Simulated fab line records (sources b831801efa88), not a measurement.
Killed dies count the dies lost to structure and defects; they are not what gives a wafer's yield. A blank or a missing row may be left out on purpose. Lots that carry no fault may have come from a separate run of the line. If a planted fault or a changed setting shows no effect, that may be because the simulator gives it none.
Which tool was responsible? ; flow sky130 ; 40 wafers from 14 lots sampled at 4 of the route's 708 steps

## WHAT THE GAUGES SHOWED, per wafer
SKY_PWDE_TW_MEAS_10.
lot;measured;on;PWDE_TW
L137;day 4 01:52;film_metro-04;382 381 381
L138;day 4 06:10;film_metro-01;376 374 373
L139;day 4 09:15;film_metro-03;373 372 373
L140;day 4 15:11;film_metro-01;376 376 374
L141;day 4 20:01;film_metro-03;373 371 371
L142;day 5 03:37;film_metro-01;372 374 375
L145;day 5 20:45;film_metro-04;380 382 381
L149;day 6 22:19;film_metro-03;371 370
L151;day 7 08:26;film_metro-04;380 381
L155;day 8 02:23;film_metro-01;376 375 376
L156;day 8 08:43;film_metro-03;369 371 371
L157;day 8 12:41;film_metro-04;381 378 381
L158;day 8 18:04;film_metro-01;377 379 377
L160;day 9 04:15;film_metro-04;381 381 383

SKY_VT_ADJUST_HVTR_OVL_MEAS_08.
lot;measured;on;VT_ADJUST_HVTR_OVL (nm)
L137;day 9 21:05;overlay-01;-0.2 0.3 0.6
L138;day 10 03:44;overlay-02;1.9 0.5 1.0
L139;day 10 08:18;overlay-01;-1.6 -0.4 1.8
L140;day 10 15:49;overlay-02;1.1 0.2 0.5
L141;day 10 21:15;overlay-01;0.6 -0.7 0.0
L142;day 11 07:47;overlay-02;-1.1 0.8 0.5
L145;day 12 06:58;overlay-02;0.8 -0.3 0.0
L149;day 13 19:40;overlay-01;-1.3 0.6
L151;day 14 10:29;overlay-02;1.0 3.0
L155;day 15 10:31;overlay-01;0.2 0.4 0.8
L156;day 15 19:12;overlay-01;1.7 0.6 -1.5
L157;day 15 23:37;overlay-01;-1.7 -2.6 -0.6
L158;day 16 10:06;overlay-01;1.0 -1.3 -1.0
L160;day 16 22:43;overlay-01;-0.6 -1.8 -1.1

## TOOL THAT RAN EACH LOT (tool first, then ch and the chambers of the sampled wafers, then the start)
lot;SKY_DNWELL_STRIP_08;SKY_VT_ADJUST_HVTP_SOFTBAKE_03
L137;plasma_asher-03 ch 0,1, day 3 08:09;litho_track-04 ch 0, day 5 22:41
L138;plasma_asher-04 ch 0,1, day 3 12:30;litho_track-04 ch 0, day 6 04:11
L139;plasma_asher-04 ch 0,1, day 3 15:59;litho_track-04 ch 0, day 6 08:08
L140;plasma_asher-02 ch 0,1, day 3 20:40;litho_track-04 ch 0, day 6 14:50
L141;plasma_asher-02 ch 0,1, day 4 02:15;litho_track-04 ch 0, day 6 19:05
L142;plasma_asher-02 ch 0,1, day 4 09:00;litho_track-04 ch 0, day 7 03:37
L145;plasma_asher-03 ch 0,1, day 5 02:32;litho_track-03 ch 0, day 7 22:46
L149;plasma_asher-02 ch 0,1, day 6 03:03;litho_track-01 ch 0, day 9 03:57
L151;plasma_asher-03 ch 0,1, day 6 12:18;litho_track-01 ch 0, day 9 15:01
L155;plasma_asher-03 ch 0, day 7 06:36;litho_track-04 ch 0, day 10 12:56
L156;plasma_asher-03 ch 0,1, day 7 12:15;litho_track-04 ch 0, day 10 17:35
L157;plasma_asher-03 ch 0,1, day 7 16:25;litho_track-04 ch 0, day 10 22:47
L158;plasma_asher-03 ch 0,1, day 7 21:12;litho_track-04 ch 0, day 11 06:13
L160;plasma_asher-04 ch 0,1, day 8 06:01;litho_track-04 ch 0, day 11 14:58
- SKY_DNWELL_STRIP_08: strips in O2/N2.
- SKY_VT_ADJUST_HVTP_SOFTBAKE_03: time 60 s.

## WHAT THE TOOLS THEMSELVES READ (means of the sampled wafers that have a number; where no wafer has one, the mark that the record gives instead)
SKY_DNWELL_STRIP_08.
lot;tool;drypump_motor_current_A (A);n2_flow_sccm (sccm);oes_product_au (a.u.);strip_time_to_endpoint_s (s)
L137;plasma_asher-03;6.0;299.6;0.724;36.81
L138;plasma_asher-04;6.1;300.1;0.720;36.97
L139;plasma_asher-04;6.1;301.0;0.725;37.09
L140;plasma_asher-02;5.2;300.6;0.718;37.09
L141;plasma_asher-02;5.2;299.9;0.719;36.80
L142;plasma_asher-02;5.2;300.2;0.720;37.01
L145;plasma_asher-03;5.8;299.7;0.719;36.98
L149;plasma_asher-02;5.5;300.2;0.718;37.13
L151;plasma_asher-03;5.9;299.4;0.729;37.02
L155;plasma_asher-03;5.6;300.4;0.726;36.99
L156;plasma_asher-03;6.0;299.4;0.721;36.99
L157;plasma_asher-03;5.8;301.3;0.724;37.04
L158;plasma_asher-03;6.1;300.3;0.725;37.08
L160;plasma_asher-04;6.3;299.9;0.720;36.91

SKY_VT_ADJUST_HVTP_SOFTBAKE_03.
lot;tool;run_length_s (s)
L137;litho_track-04;89.21
L138;litho_track-04;89.26
L139;litho_track-04;89.19
L140;litho_track-04;89.25
L141;litho_track-04;89.15
L142;litho_track-04;89.16
L145;litho_track-03;89.09
L149;litho_track-01;93.08
L151;litho_track-01;93.18
L155;litho_track-04;89.26
L156;litho_track-04;89.20
L157;litho_track-04;89.17
L158;litho_track-04;89.22
L160;litho_track-04;89.18

## THE ANSWER, worked out from the rows above alone
Rule: the lots themselves supply what counts as usual. Put in order of their means at a reading, lots are off if they are a third of the lots or fewer, leave a main group of 4 or more, and stand apart from it by a gap of 3 or more times the standard deviation of the main group's means; of several such gaps the widest counts. The tables above print the reading to a certain number of digits; a main group whose means all agree to those digits is not used. Also off: a lot with no number at a reading for which 4 or more lots have one. The other lots that the step has rows for count as sound. After the gauges, taken in route order, come the tools' own readings; for these a lot's mean is taken, as printed above. The first step at which some lot is off is used, and at that step the reading that is off furthest; a lot without a number counts as furthest.
Off, at SKY_VT_ADJUST_HVTP_SOFTBAKE_03 on run_length_s: L149, L151. The main group has a mean of 89.20 s with a standard deviation of 0.048.
If a tool, at that step or one of the process steps before it, ran each lot that is off and ran no sound lot following the first of them, it fits. One fits: SKY_VT_ADJUST_HVTP_SOFTBAKE_03 on litho_track-01. It ran no sound lot before its first lot that is off in this sample, so the start can't be narrowed down.
The tool's own readings at SKY_VT_ADJUST_HVTP_SOFTBAKE_03 bear it out: on the lots that are off they differ by more than 5 times the standard deviation of the sound lots' means. run_length_s reads 93.13 s there against 89.20 s on the sound lots.

## WHAT HAD BEEN PUT IN BY THE SIMULATOR
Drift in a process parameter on litho_track-01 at SKY_VT_ADJUST_HVTP_SOFTBAKE_03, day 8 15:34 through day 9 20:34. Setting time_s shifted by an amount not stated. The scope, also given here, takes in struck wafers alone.
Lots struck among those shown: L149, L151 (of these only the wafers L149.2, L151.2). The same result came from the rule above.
